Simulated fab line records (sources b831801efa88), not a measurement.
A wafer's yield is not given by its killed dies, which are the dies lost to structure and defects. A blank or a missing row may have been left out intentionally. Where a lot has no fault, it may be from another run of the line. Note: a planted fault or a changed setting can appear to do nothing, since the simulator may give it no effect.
Which tool did it? / flow sky130 / Sampling: 15 lots, 45 wafers, 5 of 708 route steps

WHAT EACH GAUGE READ, for each wafer
SKY_RES_XHIGH_TW_MEAS_09. Usual: RES_XHIGH_TW 1644, standard deviation 16.
lot=L692; measured=day 26 18:13; on=film metro-03; RES_XHIGH_TW=1632 1626 1615; flag=
lot=L693; measured=day 27 00:22; on=film metro-01; RES_XHIGH_TW=1638 1624 1632; flag=
lot=L695; measured=day 27 23:17; on=film metro-01; RES_XHIGH_TW=1628 1629 1637; flag=
lot=L696; measured=day 28 05:44; on=film metro-02; RES_XHIGH_TW=1660 1667 1663; flag=
lot=L698; measured=day 28 19:21; on=film metro-02; RES_XHIGH_TW=1648 1659 1656; flag=
lot=L700; measured=day 29 10:16; on=film metro-03; RES_XHIGH_TW=1626 1638 1628; flag=
lot=L703; measured=day 30 14:48; on=film metro-02; RES_XHIGH_TW=1664 1662 1654; flag=
lot=L704; measured=day 30 20:20; on=film metro-01; RES_XHIGH_TW=1629 1634 1631; flag=
lot=L705; measured=day 30 21:55; on=film metro-01; RES_XHIGH_TW=1632 1627 1634; flag=
lot=L707; measured=day 32 11:20; on=film metro-03; RES_XHIGH_TW=1633 1632 1628; flag=
lot=L708; measured=day 32 16:23; on=film metro-03; RES_XHIGH_TW=1624 1630 1624; flag=
lot=L709; measured=day 32 20:10; on=film metro-01; RES_XHIGH_TW=1639 1646 1641; flag=
lot=L711; measured=day 33 02:50; on=film metro-02; RES_XHIGH_TW=1666 1660 1668; flag=
lot=L714; measured=day 34 02:06; on=film metro-02; RES_XHIGH_TW=1657 1656 1646; flag=
lot=L715; measured=day 34 07:21; on=film metro-02; RES_XHIGH_TW=1664 1651 1659; flag=

SKY_VIA3_THK_MEAS_01. Usual: VIA3_HDPCVD_THK 1629 nm, standard deviation 15.
lot=L692; measured=day 38 16:13; on=film metro-01; VIA3_HDPCVD_THK (nm)=1635 1650 1641; flag=
lot=L693; measured=day 38 20:49; on=film metro-01; VIA3_HDPCVD_THK (nm)=1629 1631 1653; flag=
lot=L695; measured=day 39 14:50; on=film metro-03; VIA3_HDPCVD_THK (nm)=1636 1617 1594; flag=
lot=L696; measured=day 39 20:46; on=film metro-01; VIA3_HDPCVD_THK (nm)=1616 1619 1634; flag=
lot=L698; measured=day 40 08:23; on=film metro-03; VIA3_HDPCVD_THK (nm)=1629 1634 1658; flag=
lot=L700; measured=day 41 05:19; on=film metro-02; VIA3_HDPCVD_THK (nm)=1619 1630 1631; flag=
lot=L703; measured=day 41 23:52; on=film metro-02; VIA3_HDPCVD_THK (nm)=1635 1627 1647; flag=
lot=L704; measured=day 42 04:56; on=film metro-01; VIA3_HDPCVD_THK (nm)=1658 1656 1620; flag=
lot=L705; measured=day 42 06:08; on=film metro-01; VIA3_HDPCVD_THK (nm)=1618 1627 1603; flag=
lot=L707; measured=day 43 09:13; on=film metro-03; VIA3_HDPCVD_THK (nm)=1628 1230 1619; flag=OFF
lot=L708; measured=day 43 16:59; on=film metro-01; VIA3_HDPCVD_THK (nm)=1611 1638 1602; flag=
lot=L709; measured=day 43 20:39; on=film metro-02; VIA3_HDPCVD_THK (nm)=1614 1222 1612; flag=OFF
lot=L711; measured=day 44 02:22; on=film metro-02; VIA3_HDPCVD_THK (nm)=1640 1221 1640; flag=OFF
lot=L714; measured=day 44 23:43; on=film metro-01; VIA3_HDPCVD_THK (nm)=1627 1605 1623; flag=
lot=L715; measured=day 45 02:47; on=film metro-03; VIA3_HDPCVD_THK (nm)=1648 1626 1628; flag=

WHICH TOOL RAN EACH LOT (tool, then ch and the chambers of the sampled wafers, then the start)
lot=L692; SKY_LI_CONTACT_STRIP_16=plasma asher-04 ch 0,1, day 29 04:44; SKY_LOCAL_INTERCONNECT_STRIP_15=plasma asher-03 ch 0,1, day 30 10:25; SKY_VIA3_HDPCVD_00=hdpcvd-02 ch 0,1, day 38 16:03
lot=L693; SKY_LI_CONTACT_STRIP_16=plasma asher-02 ch 0,1, day 29 11:31; SKY_LOCAL_INTERCONNECT_STRIP_15=plasma asher-01 ch 0,1, day 30 17:10; SKY_VIA3_HDPCVD_00=hdpcvd-02 ch 0,2, day 38 20:37
lot=L695; SKY_LI_CONTACT_STRIP_16=plasma asher-04 ch 0,1, day 30 09:14; SKY_LOCAL_INTERCONNECT_STRIP_15=plasma asher-01 ch 0,1, day 31 13:55; SKY_VIA3_HDPCVD_00=hdpcvd-02 ch 0,1, day 39 14:39
lot=L696; SKY_LI_CONTACT_STRIP_16=plasma asher-02 ch 0,1, day 30 15:10; SKY_LOCAL_INTERCONNECT_STRIP_15=plasma asher-03 ch 0,1, day 31 20:08; SKY_VIA3_HDPCVD_00=hdpcvd-02 ch 1,2, day 39 20:35
lot=L698; SKY_LI_CONTACT_STRIP_16=plasma asher-02 ch 0,1, day 31 05:15; SKY_LOCAL_INTERCONNECT_STRIP_15=plasma asher-01 ch 0,1, day 32 09:50; SKY_VIA3_HDPCVD_00=hdpcvd-02 ch 0,1, day 40 08:12
lot=L700; SKY_LI_CONTACT_STRIP_16=plasma asher-03 ch 0,1, day 31 19:28; SKY_LOCAL_INTERCONNECT_STRIP_15=plasma asher-04 ch 0,1, day 33 00:26; SKY_VIA3_HDPCVD_00=hdpcvd-01 ch 1,2, day 41 05:04
lot=L703; SKY_LI_CONTACT_STRIP_16=plasma asher-02 ch 0,1, day 32 23:12; SKY_LOCAL_INTERCONNECT_STRIP_15=plasma asher-03 ch 0,1, day 34 03:07; SKY_VIA3_HDPCVD_00=hdpcvd-02 ch 0,1,2, day 41 23:41
lot=L704; SKY_LI_CONTACT_STRIP_16=plasma asher-03 ch 0, day 33 03:56; SKY_LOCAL_INTERCONNECT_STRIP_15=plasma asher-01 ch 0,1, day 34 07:53; SKY_VIA3_HDPCVD_00=hdpcvd-01 ch 1,2, day 42 04:46
lot=L705; SKY_LI_CONTACT_STRIP_16=plasma asher-02 ch 0,1, day 33 06:00; SKY_LOCAL_INTERCONNECT_STRIP_15=plasma asher-03 ch 1, day 34 10:04; SKY_VIA3_HDPCVD_00=hdpcvd-02 ch 0,2, day 42 05:58
lot=L707; SKY_LI_CONTACT_STRIP_16=plasma asher-04 ch 0,1, day 34 17:40; SKY_LOCAL_INTERCONNECT_STRIP_15=plasma asher-01 ch 0, day 35 20:59; SKY_VIA3_HDPCVD_00=hdpcvd-02 ch 1,2, day 43 09:02
lot=L708; SKY_LI_CONTACT_STRIP_16=plasma asher-04 ch 0,1, day 34 23:25; SKY_LOCAL_INTERCONNECT_STRIP_15=plasma asher-04 ch 0,1, day 36 02:41; SKY_VIA3_HDPCVD_00=hdpcvd-01 ch 0,1,2, day 43 16:49
lot=L709; SKY_LI_CONTACT_STRIP_16=plasma asher-02 ch 0,1, day 35 02:17; SKY_LOCAL_INTERCONNECT_STRIP_15=plasma asher-04 ch 0,1, day 36 05:59; SKY_VIA3_HDPCVD_00=hdpcvd-02 ch 0,1,2, day 43 20:29
lot=L711; SKY_LI_CONTACT_STRIP_16=plasma asher-04 ch 0,1, day 35 09:04; SKY_LOCAL_INTERCONNECT_STRIP_15=plasma asher-04 ch 0,1, day 36 12:32; SKY_VIA3_HDPCVD_00=hdpcvd-02 ch 0,1, day 44 02:11
lot=L714; SKY_LI_CONTACT_STRIP_16=plasma asher-04 ch 0,1, day 36 07:48; SKY_LOCAL_INTERCONNECT_STRIP_15=plasma asher-04 ch 0,1, day 37 12:01; SKY_VIA3_HDPCVD_00=hdpcvd-01 ch 0,1, day 44 23:32
lot=L715; SKY_LI_CONTACT_STRIP_16=plasma asher-03 ch 0,1, day 36 13:10; SKY_LOCAL_INTERCONNECT_STRIP_15=plasma asher-03 ch 0,1, day 37 16:50; SKY_VIA3_HDPCVD_00=hdpcvd-01 ch 0,1,2, day 45 02:37
- SKY_LI_CONTACT_STRIP_16: strips in O2/N2.
- SKY_LOCAL_INTERCONNECT_STRIP_15: strips in O2/N2.
- SKY_VIA3_HDPCVD_00: deposits SiO2, target thk 1635 nm, time 272.5 s.

WHAT THE TOOLS THEMSELVES READ (means of the sampled wafers that have a number; where no wafer has one, the mark that the record gives instead)
SKY_LI_CONTACT_STRIP_16. Usual: drypump motor current A 5.9 A, standard deviation 0.37; oes product au 0.376 a.u., standard deviation 0.0046; strip time to endpoint s 3.512 s, standard deviation 0.029.
lot=L692; tool=plasma asher-04; drypump motor current A (A)=5.9; oes product au (a.u.)=0.378; strip time to endpoint s (s)=3.525; flag=
lot=L693; tool=plasma asher-02; drypump motor current A (A)=6.2; oes product au (a.u.)=0.376; strip time to endpoint s (s)=3.498; flag=
lot=L695; tool=plasma asher-04; drypump motor current A (A)=5.8; oes product au (a.u.)=0.376; strip time to endpoint s (s)=3.542; flag=
lot=L696; tool=plasma asher-02; drypump motor current A (A)=5.9; oes product au (a.u.)=0.376; strip time to endpoint s (s)=3.483; flag=
lot=L698; tool=plasma asher-02; drypump motor current A (A)=6.2; oes product au (a.u.)=0.376; strip time to endpoint s (s)=3.472; flag=
lot=L700; tool=plasma asher-03; drypump motor current A (A)=5.9; oes product au (a.u.)=0.375; strip time to endpoint s (s)=3.467; flag=
lot=L703; tool=plasma asher-02; drypump motor current A (A)=5.8; oes product au (a.u.)=0.377; strip time to endpoint s (s)=3.514; flag=
lot=L704; tool=plasma asher-03; drypump motor current A (A)=5.8; oes product au (a.u.)=0.378; strip time to endpoint s (s)=3.540; flag=
lot=L705; tool=plasma asher-02; drypump motor current A (A)=6.2; oes product au (a.u.)=0.377; strip time to endpoint s (s)=3.519; flag=
lot=L707; tool=plasma asher-04; drypump motor current A (A)=5.8; oes product au (a.u.)=0.373; strip time to endpoint s (s)=3.554; flag=
lot=L708; tool=plasma asher-04; drypump motor current A (A)=5.8; oes product au (a.u.)=0.380; strip time to endpoint s (s)=3.503; flag=
lot=L709; tool=plasma asher-02; drypump motor current A (A)=6.2; oes product au (a.u.)=0.376; strip time to endpoint s (s)=3.523; flag=
lot=L711; tool=plasma asher-04; drypump motor current A (A)=5.9; oes product au (a.u.)=0.376; strip time to endpoint s (s)=3.523; flag=
lot=L714; tool=plasma asher-04; drypump motor current A (A)=5.9; oes product au (a.u.)=0.378; strip time to endpoint s (s)=3.514; flag=
lot=L715; tool=plasma asher-03; drypump motor current A (A)=5.9; oes product au (a.u.)=0.375; strip time to endpoint s (s)=3.506; flag=

SKY_LOCAL_INTERCONNECT_STRIP_15. Usual: drypump motor current A 5.75 A, standard deviation 0.21; oes product au 0.427 a.u., standard deviation 0.0043; strip time to endpoint s 4.725 s, standard deviation 0.02.
lot=L692; tool=plasma asher-03; drypump motor current A (A)=5.90; oes product au (a.u.)=0.430; strip time to endpoint s (s)=4.746; flag=
lot=L693; tool=plasma asher-01; drypump motor current A (A)=5.55; oes product au (a.u.)=0.431; strip time to endpoint s (s)=4.717; flag=
lot=L695; tool=plasma asher-01; drypump motor current A (A)=5.43; oes product au (a.u.)=0.427; strip time to endpoint s (s)=4.713; flag=
lot=L696; tool=plasma asher-03; drypump motor current A (A)=5.86; oes product au (a.u.)=0.428; strip time to endpoint s (s)=4.721; flag=
lot=L698; tool=plasma asher-01; drypump motor current A (A)=5.55; oes product au (a.u.)=0.428; strip time to endpoint s (s)=4.757; flag=
lot=L700; tool=plasma asher-04; drypump motor current A (A)=5.83; oes product au (a.u.)=0.429; strip time to endpoint s (s)=4.713; flag=
lot=L703; tool=plasma asher-03; drypump motor current A (A)=5.91; oes product au (a.u.)=0.428; strip time to endpoint s (s)=4.718; flag=
lot=L704; tool=plasma asher-01; drypump motor current A (A)=5.56; oes product au (a.u.)=0.424; strip time to endpoint s (s)=4.741; flag=
lot=L705; tool=plasma asher-03; drypump motor current A (A)=5.94; oes product au (a.u.)=0.430; strip time to endpoint s (s)=4.719; flag=
lot=L707; tool=plasma asher-01; drypump motor current A (A)=5.26; oes product au (a.u.)=0.427; strip time to endpoint s (s)=4.721; flag=
lot=L708; tool=plasma asher-04; drypump motor current A (A)=5.81; oes product au (a.u.)=0.429; strip time to endpoint s (s)=4.726; flag=
lot=L709; tool=plasma asher-04; drypump motor current A (A)=5.84; oes product au (a.u.)=0.429; strip time to endpoint s (s)=4.728; flag=
lot=L711; tool=plasma asher-04; drypump motor current A (A)=5.81; oes product au (a.u.)=0.431; strip time to endpoint s (s)=4.731; flag=
lot=L714; tool=plasma asher-04; drypump motor current A (A)=5.80; oes product au (a.u.)=0.427; strip time to endpoint s (s)=4.748; flag=
lot=L715; tool=plasma asher-03; drypump motor current A (A)=5.86; oes product au (a.u.)=0.427; strip time to endpoint s (s)=4.739; flag=

THE ANSWER, worked out from the rows above alone
Rule: a lot is off if the mean of its wafers that have a number lies more than 3 standard deviations from the usual mean. Also off: a lot with no number at a reading for which 4 or more lots have one. The other lots that the step has rows for count as sound. The gauges are gone through in route order, then the tools' own readings, and for those a lot's mean is taken as printed above. At the first step where some lot is off, the reading lying furthest off is the one used; lots without a number count as furthest.
Off: L707, L709, L711, seen at SKY_VIA3_THK_MEAS_01 (VIA3_HDPCVD_THK).
A tool fits if, at a process step before that reading, it ran every lot that is off, and no sound lot after the first of them. Gauges at SKY_VIA3_THK_MEAS_01: tried the same way as those tools. One fits: hdpcvd-02 at SKY_VIA3_HDPCVD_00. A fault onset in the window from L705 (day 42 05:58, its last sound lot) to L707 (day 43 09:02, its first lot off) fits.

WHAT HAD BEEN PUT IN BY THE SIMULATOR
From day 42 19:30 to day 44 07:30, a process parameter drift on hdpcvd-02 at SKY_VIA3_HDPCVD_00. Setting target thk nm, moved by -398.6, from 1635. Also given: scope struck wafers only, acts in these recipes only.
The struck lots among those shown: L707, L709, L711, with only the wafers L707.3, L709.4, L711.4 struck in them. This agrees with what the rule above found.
